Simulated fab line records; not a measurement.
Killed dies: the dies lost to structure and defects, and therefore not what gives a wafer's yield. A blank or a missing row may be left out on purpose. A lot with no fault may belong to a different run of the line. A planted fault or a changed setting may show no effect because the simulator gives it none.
A single fault, viewed from 2 desks | flow sky130 | what lay behind the numbers comes last; until then each desk has only its own

## THE METROLOGY DESK
What the gauges read, lot by lot, whatever tool the lot ran on: means of the sampled wafers that have a number. Marked OUT: a lot whose mean sits more than 4 standard deviations from the usual mean, which makes it out of limits; the brackets give that distance.
Columns: A = PWDE_TW at SKY_PWDE_TW_MEAS_10, usual 373.3; B = PWDE_RS at SKY_NWELL_RS_MEAS_31, usual 5283 ohm/sq; C = cd nm at SKY_LI_CONTACT_CD_MEAS_12, usual 170.1 nm
lot  | first seen here | A     | B              | C
L278 | day 4 07:13     | 375.1 | 5288           | 167.2
L280 | day 4 20:40     | 376.3 | 5259           | 168.2
L282 | day 5 01:28     | 374.2 | 5260           | 168.9
L283 | day 5 11:49     | 372.0 | 5300           | 169.9
L286 | day 6 05:10     | 372.9 | 5285           | 170.2
L289 | day 6 21:55     | 367.7 | 5534 (+15) OUT | 171.1
L291 | day 7 10:08     | 366.6 | 5549 (+16) OUT | 171.3
L292 | day 7 13:07     | 374.4 | 5286           | 169.1
L293 | day 7 20:52     | 374.0 | 5308           | 172.1
L295 | day 8 12:07     | 370.4 | 5279           | 172.4
L296 | day 8 13:49     | 372.0 | 5270           | 172.4
This desk's result: L289, L291 out of limits, first on L289 (PWDE_RS at SKY_NWELL_RS_MEAS_31), day 8 13:19. Within limits: L278, L280, L282, L283, L286, L292, L293, L295, L296.

## AT THE TOOL OWNER'S DESK: implanter-02
The tool's own readings at SKY_PWDE_IMPLANT_08: means of the sampled wafers that have a number, for each lot that ran on this tool. Marked OUT: a lot whose mean sits more than 4 standard deviations from the usual mean, which makes it out of limits; the brackets give that distance.
Columns: A = dose ions cm2 at SKY_PWDE_IMPLANT_08, usual 3.6e+12; B = faraday current uA at SKY_PWDE_IMPLANT_08, usual 20.2
lot  | first seen here | A                 | B
L280 | day 4 20:25     | 3.6e+12           | 20.4
L282 | day 5 01:13     | 3.6e+12           | 20.5
L289 | day 6 21:40     | 3.4e+12 (-49) OUT | 18.8
L291 | day 7 09:55     | 3.4e+12 (-51) OUT | 19.0
Finding of this desk: L289, L291 out of limits; the first was L289 at day 6 21:40, on dose ions cm2 at SKY_PWDE_IMPLANT_08. Within limits: L280, L282.

## ALL TOGETHER
On L289, L291, at day 6 21:40, an alarm was possible from the tool owner's desk.
L289, L291 would have let the metrology desk raise an alarm at day 8 13:19.
The lots listed all ran SKY_PWDE_IMPLANT_08 on implanter-02.

## WHAT THE SIMULATOR HAD PUT IN
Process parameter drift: implanter-02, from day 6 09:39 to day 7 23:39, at SKY_PWDE_IMPLANT_08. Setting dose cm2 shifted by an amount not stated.
Shown lots that were struck: L289, L291.
Time in hours from fault onset to the first out-of-limits reading at each desk: tool owner's desk 12, metrology desk 52.
